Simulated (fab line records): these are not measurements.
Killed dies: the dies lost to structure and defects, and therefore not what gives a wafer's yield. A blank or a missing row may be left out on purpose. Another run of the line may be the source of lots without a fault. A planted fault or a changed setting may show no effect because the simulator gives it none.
fab line records -- flow gf180mcu
[record] lots = 12, wafers = 36, last_day = 34
route steps=602 shown NSD@247 PSD@258 SALICIDE@280
lots with no fault: from the same line, run without faults
start_h: the number of hours between the record's first day and the start of the first shown wafer of the lot -- wait_h: hours elapsed since this lot's preceding step -- " identical to the entry in the row above -- L1.1+2: several wafers, shown together as one row -- - no value, or no start was given -- * or withheld: withheld -- < > ~ a bound
route shown NAME@n: NAME is a module with steps in the file, n the number in the route of the first one -- usual: the fault-free wafers' mean and standard deviation -- same: alike in all rows -- chamber/n: place in a boat -- sites: per-site readings -- _std_site: their standard deviation -- _edge_site: mean of outer sites minus mean of inner sites -- radius_mm: for every site, how far away it sits from the centre of the wafer -- mask NAME#n: copy n -- behind: tool/chamber where the wafer was last shaped -- hold: why the lot went on hold/how many hours it stayed there/how the hold came to an end -- device: whichever transistor did not switch (one of n, p or np) -- end of line: tests run on the same wafers once the route is complete -- a step given without rows: its recipe and nothing more -- killed: dies lost to structure and defects at the first sort, not the wafer's yield -- map: a wafer's dies, x killed, . not, _ none there
set.NAME: setting as actually run; set.NAME@STEP: the setting as run at that earlier step -- model.NAME: the simulator's own value behind a step, which no gauge read
the route's steps for a sample of lots (tables are steps, rows are wafers)
services: the hour from which a tool's chamber was out of use, counted from the record's first day as start_h (under 0 if before that day), plus the number of hours and why
[[steps]]
[step GF_NSD_TW_MEAS_12]
[usual] NSD_TW = 4277/21
lot.wafer,tool,chamber,start_h,wait_h,NSD_TW
L515.2,film_metro-03,-,307.98,0.1,4271
L515.3,film_metro-03,-,307.98,0.1,4296
L515.4,film_metro-03,-,307.98,0.1,4290
L519.1,film_metro-02,-,327.46,0.1,4289
L519.5,film_metro-02,-,327.46,0.1,4291
L519.6,film_metro-02,-,327.46,0.1,4273
L520.3,film_metro-01,-,346.57,0.1,4255
L520.5,film_metro-01,-,346.57,0.1,4229
L520.6,film_metro-01,-,346.57,0.1,4244
L522.1,film_metro-03,-,358.58,0.1,4278
L522.2,film_metro-03,-,358.58,0.1,4262
L522.5,film_metro-03,-,358.58,0.1,4298
L524.3,film_metro-02,-,372.22,0.1,4310
L524.4,film_metro-02,-,372.22,0.1,4288
L524.6,film_metro-02,-,372.22,0.1,4278
L527.1,film_metro-03,-,400.57,0.1,4307
L527.4,film_metro-03,-,400.57,0.1,4290
L527.6,film_metro-03,-,400.57,0.1,4313
L528.2,film_metro-02,-,406.93,0.1,4251
L528.3,film_metro-02,-,406.93,0.1,4286
L528.5,film_metro-02,-,406.93,0.1,4259
L529.3,film_metro-02,-,414.79,0.1,4265
L529.5,film_metro-02,-,414.79,0.1,4243
L529.6,film_metro-02,-,414.79,0.1,4256
L533.3,film_metro-02,-,453.12,0.1,4278
L533.4,film_metro-02,-,453.12,0.1,4256
L533.5,film_metro-02,-,453.12,0.1,4261
L536.1,film_metro-03,-,475.63,0.1,4264
L536.3,film_metro-03,-,475.63,0.1,4316
L536.4,film_metro-03,-,475.63,0.1,4297
L537.1,film_metro-03,-,479.15,0.1,4300
L537.3,film_metro-03,-,479.15,0.1,4305
L537.6,film_metro-03,-,479.15,0.1,4315
L538.1,film_metro-03,-,489.95,0.1,4260
L538.2,film_metro-03,-,489.95,0.1,4274
L538.6,film_metro-03,-,489.95,0.1,4279
[step GF_PSD_STRIP_10]
[recipe] chemistry = O2/N2, power_w = 1400, pressure_mtorr = 1500, platen_temp_c = 250, o2_flow_sccm = 3000, n2_flow_sccm = 300, overash_fraction = 0.5
[usual] drypump_motor_current_A = 5.5/0.39, heater_power_w = 349/21, oes_product_au = 0.592/0.0043, strip_time_to_endpoint_s = 16.53/0.032
lot.wafer,tool,chamber,start_h,wait_h,drypump_motor_current_A,heater_power_w,oes_product_au,rf_hours_counter_h,strip_time_to_endpoint_s
L515.2,plasma_asher-03,0,329.26,0.1,5.6,386,0.589,56,16.49
L515.3,plasma_asher-03,1,329.26,0.1,5.7,339,0.589,-,16.49
L515.4,plasma_asher-03,0,329.26,0.1,5.6,386,0.595,-,16.49
L519.1,plasma_asher-04,1,348.80,0.1,5.8,329,0.587,68,16.50
L519.5,plasma_asher-04,1,348.80,0.1,5.8,318,0.596,-,16.56
L519.6,plasma_asher-04,0,348.80,0.1,5.8,351,0.589,-,16.52
L520.3,plasma_asher-01,1,368.39,0.1,5.9,330,0.584,-,16.55
L520.5,plasma_asher-01,1,368.39,0.1,5.9,340,0.591,-,16.53
L520.6,plasma_asher-01,0,368.39,0.1,4.8,329,0.594,-,16.52
L522.1,plasma_asher-01,0,380.82,0.1,4.8,335,0.597,72,16.54
L522.2,plasma_asher-01,1,380.82,0.1,5.9,339,0.594,72,16.56
L522.5,plasma_asher-01,0,380.82,0.1,4.8,329,0.586,-,16.56
L524.3,plasma_asher-03,1,394.45,0.1,5.7,349,0.590,-,16.57
L524.4,plasma_asher-03,0,394.45,0.1,5.6,397,0.593,-,16.52
L524.6,plasma_asher-03,0,394.45,0.1,5.5,393,0.589,-,16.52
L527.1,plasma_asher-03,1,424.62,0.1,5.7,345,0.585,66,16.55
L527.4,plasma_asher-03,0,424.62,0.1,5.6,385,0.594,-,16.52
L527.6,plasma_asher-03,0,424.62,0.1,5.6,389,0.588,-,16.55
L528.2,plasma_asher-01,1,431.55,0.1,5.9,350,0.590,0,16.46
L528.3,plasma_asher-01,1,431.55,0.1,5.9,339,0.595,-,16.45
L528.5,plasma_asher-01,0,431.55,0.1,4.8,339,0.595,-,16.46
L529.3,plasma_asher-03,1,439.12,0.1,5.7,347,0.592,-,16.49
L529.5,plasma_asher-03,1,439.12,0.1,5.7,343,0.593,-,16.57
L529.6,plasma_asher-03,0,439.12,0.1,5.6,392,0.593,-,16.53
L533.3,plasma_asher-01,1,477.05,0.1,5.9,346,0.590,-,16.48
L533.4,plasma_asher-01,0,477.05,0.1,4.8,331,0.587,-,16.50
L533.5,plasma_asher-01,1,477.05,0.1,5.9,348,0.595,-,16.51
L536.1,plasma_asher-04,1,499.65,0.1,5.8,329,0.595,84,16.50
L536.3,plasma_asher-04,1,499.65,0.1,5.7,328,0.595,-,16.48
L536.4,plasma_asher-04,0,499.65,0.1,5.8,348,0.593,-,16.53
L537.1,plasma_asher-01,0,503.09,0.1,4.8,335,0.583,7,16.53
L537.3,plasma_asher-01,1,503.09,0.1,5.9,353,0.590,-,16.52
L537.6,plasma_asher-01,0,503.09,0.1,4.8,332,0.586,-,16.52
L538.1,plasma_asher-03,1,513.59,0.1,5.7,347,0.591,76,16.55
L538.2,plasma_asher-03,0,513.59,0.1,5.6,377,0.594,76,16.52
L538.6,plasma_asher-03,0,513.59,0.1,5.5,390,0.589,-,16.51
[step GF_PSD_RTA_13]
[recipe] temp_c = 1025, time_s = 20, ambient = N2
[usual] lamp_power_pct = 32/3.7, wafer_temp_C_max = 1029.7/1.3
lot.wafer,tool,chamber,start_h,wait_h,lamp_power_pct,wafer_temp_C_max
L515.2,rtp_anneal-01,0,329.48,0.0,36,1033.3
L515.3,rtp_anneal-01,0,329.48,0.0,36,1029.5
L515.4,rtp_anneal-01,0,329.48,0.0,36,1033.3
L519.1,rtp_anneal-02,0,349.02,0.0,28,1029.0
L519.5,rtp_anneal-02,0,349.02,0.0,28,1028.1
L519.6,rtp_anneal-02,0,349.02,0.0,28,1027.8
L520.3,rtp_anneal-02,0,368.60,0.0,28,1030.0
L520.5,rtp_anneal-02,0,368.60,0.0,28,1028.5
L520.6,rtp_anneal-02,0,368.60,0.0,28,1028.2
L522.1,rtp_anneal-01,0,381.03,0.0,36,1029.4
L522.2,rtp_anneal-01,0,381.03,0.0,36,1032.1
L522.5,rtp_anneal-01,0,381.03,0.0,36,1030.4
L524.3,rtp_anneal-02,0,394.65,0.0,28,1027.8
L524.4,rtp_anneal-02,0,394.65,0.0,28,1028.6
L524.6,rtp_anneal-02,0,394.65,0.0,28,1029.3
L527.1,rtp_anneal-02,0,424.83,0.0,26,994.7
L527.4,rtp_anneal-02,0,424.83,0.0,26,995.5
L527.6,rtp_anneal-02,0,424.83,0.0,26,995.3
L528.2,rtp_anneal-02,0,431.79,0.0,26,995.1
L528.3,rtp_anneal-02,0,431.79,0.0,26,994.6
L528.5,rtp_anneal-02,0,431.79,0.0,26,995.7
L529.3,rtp_anneal-01,0,439.33,0.0,36,1032.1
L529.5,rtp_anneal-01,0,439.33,0.0,36,1030.8
L529.6,rtp_anneal-01,0,439.33,0.0,36,1030.9
L533.3,rtp_anneal-01,0,477.25,0.0,36,1030.5
L533.4,rtp_anneal-01,0,477.25,0.0,36,1030.1
L533.5,rtp_anneal-01,0,477.25,0.0,36,1030.4
L536.1,rtp_anneal-01,0,499.87,0.0,35,1029.3
L536.3,rtp_anneal-01,0,499.87,0.0,36,1029.6
L536.4,rtp_anneal-01,0,499.87,0.0,36,1028.9
L537.1,rtp_anneal-01,0,503.30,0.0,36,1030.0
L537.3,rtp_anneal-01,0,503.30,0.0,36,1029.3
L537.6,rtp_anneal-01,0,503.30,0.0,36,1030.9
L538.1,rtp_anneal-01,0,513.80,0.0,36,1030.6
L538.2,rtp_anneal-01,0,513.80,0.0,36,1031.3
L538.6,rtp_anneal-01,0,513.80,0.0,36,1029.9
[step GF_PSD_RS_MEAS_14]
[recipe] thk_meas_gauge = four-point-probe
[usual] NSD_RS = 46.41/0.088
lot.wafer,tool,chamber,start_h,wait_h,NSD_RS[ohm/sq]
L515.2,film_metro-03,-,329.57,0.1,46.42
L515.3,film_metro-03,-,329.57,0.1,46.34
L515.4,film_metro-03,-,329.57,0.1,46.32
L519.1,film_metro-02,-,349.11,0.1,46.36
L519.5,film_metro-02,-,349.11,0.1,46.38
L519.6,film_metro-02,-,349.11,0.1,46.48
L520.3,film_metro-03,-,368.69,0.1,46.48
L520.5,film_metro-03,-,368.69,0.1,46.57
L520.6,film_metro-03,-,368.69,0.1,46.47
L522.1,film_metro-03,-,381.11,0.1,46.47
L522.2,film_metro-03,-,381.11,0.1,46.55
L522.5,film_metro-03,-,381.11,0.1,46.45
L524.3,film_metro-02,-,394.75,0.1,46.49
L524.4,film_metro-02,-,394.75,0.1,46.46
L524.6,film_metro-02,-,394.75,0.1,46.59
L527.1,film_metro-03,-,424.91,0.1,50.61
L527.4,film_metro-03,-,424.91,0.1,50.61
L527.6,film_metro-03,-,424.91,0.1,50.64
L528.2,film_metro-01,-,431.95,0.1,50.63
L528.3,film_metro-01,-,431.95,0.1,50.71
L528.5,film_metro-01,-,431.95,0.1,50.81
L529.3,film_metro-01,-,439.42,0.1,46.37
L529.5,film_metro-01,-,439.42,0.1,46.39
L529.6,film_metro-01,-,439.42,0.1,46.44
L533.3,film_metro-03,-,477.35,0.1,46.49
L533.4,film_metro-03,-,477.35,0.1,46.48
L533.5,film_metro-03,-,477.35,0.1,46.49
L536.1,film_metro-03,-,499.95,0.1,46.24
L536.3,film_metro-03,-,499.95,0.1,46.25
L536.4,film_metro-03,-,499.95,0.1,46.30
L537.1,film_metro-02,-,503.38,0.1,46.46
L537.3,film_metro-02,-,503.38,0.1,46.36
L537.6,film_metro-02,-,503.38,0.1,46.31
L538.1,film_metro-01,-,513.91,0.1,46.32
L538.2,film_metro-01,-,513.91,0.1,46.43
L538.6,film_metro-01,-,513.91,0.1,46.40
[step GF_PSD_RS_MEAS_15]
[recipe] thk_meas_gauge = four-point-probe
[usual] PSD_RS = 108.40/0.29
lot.wafer,tool,chamber,start_h,wait_h,PSD_RS[ohm/sq]
L515.2,film_metro-03,-,329.69,0.1,108.21
L515.3,film_metro-03,-,329.69,0.1,108.22
L515.4,film_metro-03,-,329.69,0.1,108.14
L519.1,film_metro-02,-,349.23,0.1,108.60
L519.5,film_metro-02,-,349.23,0.1,108.31
L519.6,film_metro-02,-,349.23,0.1,108.35
L520.3,film_metro-03,-,368.81,0.1,108.54
L520.5,film_metro-03,-,368.81,0.1,108.84
L520.6,film_metro-03,-,368.81,0.1,108.93
L522.1,film_metro-03,-,381.23,0.1,108.45
L522.2,film_metro-03,-,381.23,0.1,108.26
L522.5,film_metro-03,-,381.23,0.1,108.35
L524.3,film_metro-02,-,394.87,0.1,108.62
L524.4,film_metro-02,-,394.87,0.1,108.71
L524.6,film_metro-02,-,394.87,0.1,108.83
L527.1,film_metro-03,-,425.03,0.1,131.37
L527.4,film_metro-03,-,425.03,0.1,131.77
L527.6,film_metro-03,-,425.03,0.1,131.12
L528.2,film_metro-01,-,432.07,0.1,131.52
L528.3,film_metro-01,-,432.07,0.1,131.80
L528.5,film_metro-01,-,432.07,0.1,131.86
L529.3,film_metro-01,-,439.54,0.1,108.68
L529.5,film_metro-01,-,439.54,0.1,108.50
L529.6,film_metro-01,-,439.54,0.1,108.69
L533.3,film_metro-03,-,477.47,0.1,108.65
L533.4,film_metro-03,-,477.47,0.1,108.65
L533.5,film_metro-03,-,477.47,0.1,108.79
L536.1,film_metro-03,-,500.07,0.1,107.97
L536.3,film_metro-03,-,500.07,0.1,107.61
L536.4,film_metro-03,-,500.07,0.1,107.69
L537.1,film_metro-02,-,503.50,0.1,108.49
L537.3,film_metro-02,-,503.50,0.1,108.35
L537.6,film_metro-02,-,503.50,0.1,108.34
L538.1,film_metro-01,-,514.03,0.1,108.62
L538.2,film_metro-01,-,514.03,0.1,108.20
L538.6,film_metro-01,-,514.03,0.1,108.44
[step GF_SALICIDE_SPUTTER_02]
[recipe] material = Co, target_thk_nm = 10, power_w = 1000, time_s = 20, chamber_pressure_pa = 0.4
[usual] cathode_dc_power_W = 1000.0/0.2, chamber_pressure_pa = 0.3999/0.00076, throttle_valve_pct = 30.1/0.8
lot.wafer,tool,chamber,start_h,wait_h,cathode_dc_power_W,chamber_pressure_pa,throttle_valve_pct
L515.2,pvd_sputter-03,-,351.73,0.0,999.95,0.4009,30.3
L515.3,pvd_sputter-03,-,351.73,0.0,999.74,0.3997,31.0
L515.4,pvd_sputter-03,-,351.73,0.0,999.62,0.4005,29.3
L519.1,pvd_sputter-02,-,371.85,0.0,1000.2,0.4002,30.7
L519.5,pvd_sputter-02,-,371.85,0.0,1000.1,0.4004,30.7
L519.6,pvd_sputter-02,-,371.85,0.0,999.57,0.4011,28.6
L520.3,pvd_sputter-02,-,392.54,0.0,1000.2,0.3994,30.1
L520.5,pvd_sputter-02,-,392.54,0.0,1000.3,0.3991,29.4
L520.6,pvd_sputter-02,-,392.54,0.0,999.94,0.3995,30.4
L522.1,pvd_sputter-01,-,404.24,0.0,1000.1,0.4000,30.5
L522.2,pvd_sputter-01,-,404.24,0.0,999.80,0.4006,30.5
L522.5,pvd_sputter-01,-,404.24,0.0,1000.0,0.3990,31.4
L524.3,pvd_sputter-03,-,419.83,0.0,1000.2,0.3994,30.0
L524.4,pvd_sputter-03,-,419.83,0.0,1000.1,0.3981,29.5
L524.6,pvd_sputter-03,-,419.83,0.0,999.98,0.4004,29.8
L527.1,pvd_sputter-02,-,449.34,0.0,1000.2,0.3999,30.4
L527.4,pvd_sputter-02,-,449.34,0.0,1000.3,0.3998,28.5
L527.6,pvd_sputter-02,-,449.34,0.0,999.71,0.3995,29.9
L528.2,pvd_sputter-01,-,456.73,0.0,999.78,0.4012,29.9
L528.3,pvd_sputter-01,-,456.73,0.0,999.99,0.3988,31.8
L528.5,pvd_sputter-01,-,456.73,0.0,1000.00,0.3996,31.0
L529.3,pvd_sputter-02,-,463.84,0.0,999.83,0.4005,30.1
L529.5,pvd_sputter-02,-,463.84,0.0,999.82,0.3968,29.2
L529.6,pvd_sputter-02,-,463.84,0.0,1000.2,0.3991,28.4
L533.3,pvd_sputter-01,-,502.04,0.0,999.82,0.4004,30.7
L533.4,pvd_sputter-01,-,502.04,0.0,999.78,0.3988,29.8
L533.5,pvd_sputter-01,-,502.04,0.0,999.72,0.3996,30.3
L536.1,pvd_sputter-03,-,524.08,0.0,1000.1,0.4003,31.0
L536.3,pvd_sputter-03,-,524.08,0.0,1000.1,0.4017,30.0
L536.4,pvd_sputter-03,-,524.08,0.0,999.74,0.3999,29.3
L537.1,pvd_sputter-02,-,526.83,0.0,999.58,0.4004,29.6
L537.3,pvd_sputter-02,-,526.83,0.0,1000.1,0.4006,30.2
L537.6,pvd_sputter-02,-,526.83,0.0,999.97,0.4004,30.5
L538.1,pvd_sputter-03,-,537.68,0.0,1000.2,0.4011,29.4
L538.2,pvd_sputter-03,-,537.68,0.0,999.96,0.3996,29.8
L538.6,pvd_sputter-03,-,537.68,0.0,1000.1,0.4017,29.5
[[services]]
tool,chamber,start_h,hours,kind
plasma_asher-01,-,334.11,1.2,repair
pvd_sputter-03,-,338.83,8.3,repair
plasma_asher-03,-,347.23,2.8,pm
pvd_sputter-02,-,349.09,4.2,repair
pvd_sputter-02,0,364.15,-,consumable_replace:kit
pvd_sputter-02,0,364.15,18.0,scheduled_down
pvd_sputter-02,0,364.15,18.0,vent_cycle
plasma_asher-01,-,384.55,2.8,pm
plasma_asher-01,-,402.35,0.6,repair
plasma_asher-03,-,409.65,0.9,repair
pvd_sputter-03,2,410.30,-,consumable_replace:kit
plasma_asher-01,-,421.25,9.0,pm
plasma_asher-01,0,421.25,9.0,vent_cycle
plasma_asher-01,1,421.25,9.0,vent_cycle
plasma_asher-01,0,430.25,-,clean
plasma_asher-01,1,430.25,-,clean
plasma_asher-04,-,449.85,1.2,repair
plasma_asher-03,-,452.78,1.8,repair
pvd_sputter-02,-,479.58,3.5,repair
pvd_sputter-03,-,485.97,0.5,repair
pvd_sputter-02,-,500.48,1.1,repair
pvd_sputter-02,-,506.28,4.6,repair
pvd_sputter-01,-,521.48,38.2,repair
rtp_anneal-01,-,525.53,5.2,pm
[[key]]
[first_sign] step = GF_PSD_RTA_13, reading = wafer_temp_C_max, direction = down, sigmas = 26, usual = *, struck = *
[effect] step = GF_PSD_RS_MEAS_14, reading = NSD_RS, direction = up, sigmas = 48, usual = 46.41, struck = 50.67
[effect] step = GF_PSD_RS_MEAS_15, reading = PSD_RS, direction = up, sigmas = 79, usual = 108.40, struck = 131.57
met_at GF_PSD_RTA_13
struck_lots L527,L528
tester_left_out L527,L528
not_acting_at GF_NSD_TW_MEAS_12,GF_PSD_STRIP_10,GF_SALICIDE_SPUTTER_02
onset_between 394.65 424.83
[fault] kind = process_parameter_drift, tool = rtp_anneal-02, chamber = -, onset_h = 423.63, steps = GF_PSD_RTA_13, channel = temp_c, offset = *, shape = step, end_h = 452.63, acts_in = *, stated = *
// tester_left_out: of these lots the tester's yield and bins aren't shown, on N5 and GAA mostly nor the transistor test; their killed dies are dies lost to structure and defects alone, not to doping, threshold or leakage, so they don't give the yield
